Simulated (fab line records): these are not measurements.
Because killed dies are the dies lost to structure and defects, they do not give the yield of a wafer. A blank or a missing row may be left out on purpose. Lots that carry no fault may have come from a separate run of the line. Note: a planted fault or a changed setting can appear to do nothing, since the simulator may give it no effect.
The same fault as seen by 2 desks || flow sky130 || only its own numbers are on each desk; what lay behind them is given at the end

## DESK OF THE TOOL OWNER: plasma_asher-03
The tool's own readings at SKY_POLY_GATE_STRIP_18 (strips in O2/N2): means of the sampled wafers that have a number, for each lot that ran on this tool. A lot is out of limits, marked OUT, if its mean lies more than 4 standard deviations from the usual mean; the brackets give that distance.
Columns: A = drypump_motor_current_A at SKY_POLY_GATE_STRIP_18, usual 5.7 A; B = oes_product_au at SKY_POLY_GATE_STRIP_18, usual 0.361 a.u.; C = strip_time_to_endpoint_s at SKY_POLY_GATE_STRIP_18, usual 3.160 s
{"lot": "L355", "first seen here": "day 16 15:38", "A": 5.6, "B": 0.359, "C": 3.170}
{"lot": "L361", "first seen here": "day 18 23:28", "A": 5.2, "B": 0.363, "C": 3.143}
{"lot": "L365", "first seen here": "day 20 11:08", "A": 5.6, "B": 0.353, "C": 3.177}
{"lot": "L369", "first seen here": "day 22 02:35", "A": 5.6, "B": 0.363, "C": 3.166}
{"lot": "L372", "first seen here": "day 22 17:30", "A": 5.2, "B": 0.362, "C": 3.144}
{"lot": "L375", "first seen here": "day 23 23:53", "A": 5.6, "B": 0.358, "C": 3.133}
This desk's finding: nothing out of limits on any of the 6 lots.

## THE METROLOGY DESK
Lot by lot, what the gauges showed, no matter which tool ran the lot: averages of those sampled wafers that carry a number. A lot is out of limits, marked OUT, if its mean lies more than 4 standard deviations from the usual mean; the brackets give that distance.
Columns: A = METAL5_ALCU_THK at SKY_METAL5_THK_MEAS_06, usual 1144 nm
{"lot": "L355", "first seen here": "day 42 23:41", "A": 1154}
{"lot": "L354", "first seen here": "day 43 04:30", "A": 1141}
{"lot": "L357", "first seen here": "day 43 18:53", "A": 1117}
{"lot": "L361", "first seen here": "day 44 21:46", "A": 1160}
{"lot": "L362", "first seen here": "day 45 02:12", "A": 1134}
{"lot": "L365", "first seen here": "day 45 23:26", "A": 1154}
{"lot": "L366", "first seen here": "day 46 03:05", "A": 1125}
{"lot": "L367", "first seen here": "day 46 19:58", "A": 1143}
{"lot": "L369", "first seen here": "day 46 21:47", "A": 1145}
{"lot": "L371", "first seen here": "day 47 04:04", "A": 1155}
{"lot": "L372", "first seen here": "day 47 07:06", "A": 1149}
{"lot": "L375", "first seen here": "day 48 04:32", "A": 1154}
{"lot": "L376", "first seen here": "day 48 15:12", "A": 1140}
This desk's finding: nothing out of limits on any of the 13 lots.

## ALL TOGETHER
The tool owner's desk saw nothing out of limits.
Metrology desk: nothing out of limits seen.

## WHAT WAS PUT IN BY THE SIMULATOR
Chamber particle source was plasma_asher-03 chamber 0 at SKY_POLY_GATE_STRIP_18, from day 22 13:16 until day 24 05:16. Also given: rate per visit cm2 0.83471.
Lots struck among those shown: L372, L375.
